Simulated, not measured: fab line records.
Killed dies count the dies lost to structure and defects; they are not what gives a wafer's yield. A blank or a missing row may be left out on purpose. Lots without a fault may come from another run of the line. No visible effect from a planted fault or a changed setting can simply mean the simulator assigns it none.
fab line records | flow sky130 | part 2 of 2: steps 32 to 43 of 43
record lots=5 wafers=15 lastDay=49
route steps=708 shown VT_ADJUST_HVTR@140 VT_ADJUST_PCH@143 SONOS_TUNNEL@154 SONOS_ONO@168
lots with no fault: from the same line, run without faults
startH: the number of hours between the record's first day and the start of the first shown wafer of the lot | waitH: hours from the lot's prior step to this one | " identical to the entry in the row above | L1.1+2: several wafers, shown together as one row | - no value present, or no start provided | * or withheld: withheld | < > ~ a bound
route shown NAME@n: a module of which the file shows steps, and the number in the route of the first | usual: mean/standard deviation taken from wafers without a fault | same: alike in all rows | chamber/n: place in a boat | sites: each site's reading | _std_site: how widely they spread, as a standard deviation | _edge_site: outer sites' mean less inner sites' | radiusMm: for every site, how far away it sits from the centre of the wafer | mask NAME#n: copy n | behind: the last tool/chamber to shape the wafer | hold: why the lot was held/for how many hours/how that ended | device: whichever transistor did not switch (one of n, p or np) | end of line: the same wafers' tests at the end of the route | a step given without rows: its recipe and nothing more | killed: the dies lost at the first sort to structure and to defects; this is not the yield of the wafer | map: a wafer's dies, marking killed ones x, the rest . and places with no die _
set.NAME: setting as actually run; set.NAME@STEP: the setting as run at that earlier step | model.NAME: the simulator's own value behind a step, which no gauge read
certain route steps with their lots: each step a table, each wafer a row
services: the hour from which a tool's chamber was out of use, counted from the record's first day as startH (under 0 if before that day), plus the number of hours and why
## steps
# step SKY_SONOS_ONO_THK_MEAS_03
# recipe reads=Si3N4_of_SONOS_ONO_CVD_02
# usual SONOS_ONO_CVD_02_THK=10.55/0.13
# columns lot.wafer tool chamber startH waitH SONOS_ONO_CVD_02_THK[nm]
L075.1 filmMetro-03 - 261.54 0.0 10.42
L075.3 " - " " 10.57
L075.5 " - " " 10.50
L078.2 filmMetro-02 - 284.54 0.0 10.48
L078.3 " - " " 10.40
L078.5 " - " " 10.39
L082.3 filmMetro-01 - 317.04 0.0 10.68
L082.5 " - " " 10.63
L082.6 " - " " 10.72
L087.1 filmMetro-03 - 352.95 0.0 10.47
L087.3 " - " " 10.74
L087.5 " - " " 10.62
L090.1 filmMetro-02 - 385.19 0.0 10.72
L090.5 " - " " 10.68
L090.6 " - " " 10.51
# step SKY_SONOS_ONO_CVD_04
# recipe material=SiO2 precursor=SiH4/N2O targetThkNm=5.7199 tempC=900 pressureMtorr=400
# columns lot.wafer tool chamber startH waitH
L075.1+3+5 lpcvd-03 1 261.60 0.1
L078.2+3+5 lpcvd-03 0 284.59 0.0
L082.3+5+6 lpcvd-03 1 317.08 0.0
L087.1+3+5 lpcvd-03 1 353.01 0.1
L090.1+5+6 lpcvd-03 1 385.25 0.1
# step SKY_SONOS_ONO_THK_MEAS_05
# recipe reads=SiO2_of_SONOS_ONO_CVD_04
# usual SONOS_ONO_CVD_04_THK=5.75/0.11
# columns lot.wafer tool chamber startH waitH SONOS_ONO_CVD_04_THK[nm]
L075.1 filmMetro-02 - 263.47 0.0 5.82
L075.3 " - " " 5.86
L075.5 " - " " 5.77
L078.2 filmMetro-03 - 285.85 0.0 5.76
L078.3 " - " " 5.80
L078.5 " - " " 5.73
L082.3 filmMetro-02 - 318.35 0.0 5.74
L082.5 " - " " 5.79
L082.6 " - " " 5.80
L087.1 filmMetro-03 - 354.26 0.0 5.86
L087.3 " - " " 5.89
L087.5 " - " " 5.85
L090.1 filmMetro-02 - 386.50 0.0 6.09
L090.5 " - " " 6.03
L090.6 " - " " 6.09
# step SKY_SONOS_ONO_DEHYDRATE_06
# recipe tempC=200 timeS=60
# usual plateTempC=199.93/0.15
# columns lot.wafer tool chamber startH waitH plateTempC
L075.1 lithoTrack-01 0 275.09 11.6 199.89
L075.3 " 0 " " 200.09
L075.5 " 0 " " 199.72
L078.2 lithoTrack-02 0 298.66 12.8 200.00
L078.3 " 0 " " 200.03
L078.5 " 0 " " 200.03
L082.3 lithoTrack-01 0 330.79 12.4 200.11
L082.5 " 0 " " 199.98
L082.6 " 0 " " 199.91
L087.1 lithoTrack-04 0 367.24 13.0 200.07
L087.3 " 0 " " 199.82
L087.5 " 0 " " 199.95
L090.1 lithoTrack-02 0 400.28 13.8 199.93
L090.5 " 0 " " 199.94
L090.6 " 0 " " 199.98
# step SKY_SONOS_ONO_HMDS_07
# recipe primeTimeS=60 primeTempC=120
# columns lot.wafer tool chamber startH waitH
L075.1+3+5 lithoTrack-01 0 275.24 0.1
L078.2+3+5 lithoTrack-02 0 298.81 0.1
L082.3+5+6 lithoTrack-01 0 330.94 0.1
L087.1+3+5 lithoTrack-04 0 367.39 0.1
L090.1+5+6 lithoTrack-02 0 400.43 0.1
# step SKY_SONOS_ONO_COAT_08
# recipe resist=NOVOLAK spinRpm=3000 resistThkNm=1140
# columns lot.wafer tool chamber startH waitH
L075.1+3+5 lithoTrack-01 0 275.39 0.1
L078.2+3+5 lithoTrack-02 0 298.96 0.1
L082.3+5+6 lithoTrack-01 0 331.09 0.1
L087.1+3+5 lithoTrack-04 0 367.54 0.1
L090.1+5+6 lithoTrack-02 0 400.58 0.1
# step SKY_SONOS_ONO_SOFTBAKE_09
# recipe tempC=90 timeS=60 resist=NOVOLAK
# usual plateTempC=90.01/0.13
# columns lot.wafer tool chamber startH waitH plateTempC
L075.1 lithoTrack-01 0 275.54 0.1 89.97
L075.3 " 0 " " 90.03
L075.5 " 0 " " 90.07
L078.2 lithoTrack-02 0 299.11 0.1 90.22
L078.3 " 0 " " 90.09
L078.5 " 0 " " 90.04
L082.3 lithoTrack-01 0 331.24 0.1 90.08
L082.5 " 0 " " 89.96
L082.6 " 0 " " 90.14
L087.1 lithoTrack-04 0 367.69 0.1 89.83
L087.3 " 0 " " 89.96
L087.5 " 0 " " 89.97
L090.1 lithoTrack-02 0 400.73 0.1 90.11
L090.5 " 0 " " 90.02
L090.6 " 0 " " 89.82
# step SKY_SONOS_ONO_EXPOSE_10
# recipe maskId=ONOM targetCdNm=410 na=0.6 sourceShape=conventional sigmaOuter=0.6 doseMj=150
# usual reticleTempC=22.99/0.097
# columns lot.wafer tool chamber startH waitH mask reticleTempC
L075.1 ilineStepper-02 0 - - ONOM#0 23.05
L075.3 " 0 " " ONOM#0 23.10
L075.5 " 0 " " ONOM#0 23.18
L078.2 ilineStepper-02 0 - - ONOM#0 23.00
L078.3 " 0 " " ONOM#0 23.14
L078.5 " 0 " " ONOM#0 23.13
L082.3 ilineStepper-01 0 - - ONOM#0 23.15
L082.5 " 0 " " ONOM#0 23.09
L082.6 " 0 " " ONOM#0 23.06
L087.1 ilineStepper-01 0 - - ONOM#0 22.94
L087.3 " 0 " " ONOM#0 22.86
L087.5 " 0 " " ONOM#0 22.77
L090.1 ilineStepper-02 0 - - ONOM#0 23.07
L090.5 " 0 " " ONOM#0 22.98
L090.6 " 0 " " ONOM#0 23.04
# step SKY_SONOS_ONO_PEB_11
# recipe tempC=withheld timeS=* resist=NOVOLAK
# columns lot.wafer tool chamber startH waitH
L075.1+3+5 lithoTrack-04 0 - -
L078.2+3+5 lithoTrack-02 0 - -
L082.3+5+6 lithoTrack-02 0 - -
L087.1+3+5 lithoTrack-02 0 - -
L090.1+5+6 lithoTrack-02 0 - -
# step SKY_SONOS_ONO_DEVELOP_12
# recipe developTimeS=60 devTempC=23
# columns lot.wafer tool chamber startH waitH
L075.1+3+5 lithoTrack-04 0 287.84 0.1
L078.2+3+5 lithoTrack-02 0 311.16 0.1
L082.3+5+6 lithoTrack-02 0 344.28 0.1
L087.1+3+5 lithoTrack-02 0 382.38 0.1
L090.1+5+6 lithoTrack-02 0 415.73 0.1
# step SKY_SONOS_ONO_CD_MEAS_13
# recipe targetCdNm=410
# usual cdNm=410.0/2.4
# columns lot.wafer tool chamber startH waitH cdNm
L075.1 cdSem-01 - 287.99 0.1 411.0
L075.3 " - " " 411.4
L075.5 " - " " 410.6
L078.2 cdSem-01 - 311.30 0.1 406.2
L078.3 " - " " 405.5
L078.5 " - " " 405.6
L082.3 cdSem-01 - 344.42 0.1 405.2
L082.5 " - " " 406.5
L082.6 " - " " 408.0
L087.1 cdSem-01 - 382.53 0.1 412.6
L087.3 " - " " 412.0
L087.5 " - " " 413.4
L090.1 cdSem-01 - 415.88 0.1 413.9
L090.5 " - " " 411.9
L090.6 " - " " 412.4
# step SKY_SONOS_ONO_OVL_MEAS_14
# usual SONOS_ONO_OVL=-0.1/1.4
# columns lot.wafer tool chamber startH waitH SONOS_ONO_OVL[nm]
L075.1 overlay-02 - 288.11 0.1 0.0
L075.3 " - " " -0.8
L075.5 " - " " -1.6
L078.2 overlay-01 - 311.41 0.1 0.6
L078.3 " - " " -0.1
L078.5 " - " " 2.1
L082.3 overlay-02 - 344.51 0.1 -0.1
L082.5 " - " " -1.7
L082.6 " - " " -3.1
L087.1 overlay-02 - 382.65 0.1 -2.0
L087.3 " - " " -0.8
L087.5 " - " " -0.9
L090.1 overlay-02 - 416.00 0.1 -1.3
L090.5 " - " " -0.2
L090.6 " - " " -0.8
## services
# columns tool chamber startH hours kind
implanter-01 - 188.64 3.9 repair
lpcvd-03 - 199.15 1.0 repair
furnace-02 - 203.53 2.4 pm
lpcvd-02 - 210.97 14.6 pm
implanter-03 - 229.94 3.2 pm
lpcvd-02 - 236.79 2.8 pm
implanter-04 - 239.52 2.2 repair
wetBench-03 - 243.02 5.3 repair
lpcvd-03 - 244.92 1.6 repair
implanter-04 - 252.28 4.2 pm
implanter-04 - 265.31 4.5 pm
furnace-02 - 297.61 3.2 pm
implanter-04 - 299.40 2.0 repair
ilineStepper-02 - 305.22 1.7 pm
implanter-04 - 316.49 3.4 pm
ilineStepper-01 - 322.02 1.7 pm
implanter-01 - 342.57 104.4 pm
plasmaAsher-01 - 360.48 13.5 repair
ilineStepper-01 - 362.47 1.6 repair
ilineStepper-01 - 375.17 1.5 repair
implanter-03 - 382.33 2.9 repair
plasmaAsher-01 - 383.41 2.2 repair
ilineStepper-01 - 398.30 2.7 repair
plasmaAsher-04 - 407.02 2.8 pm
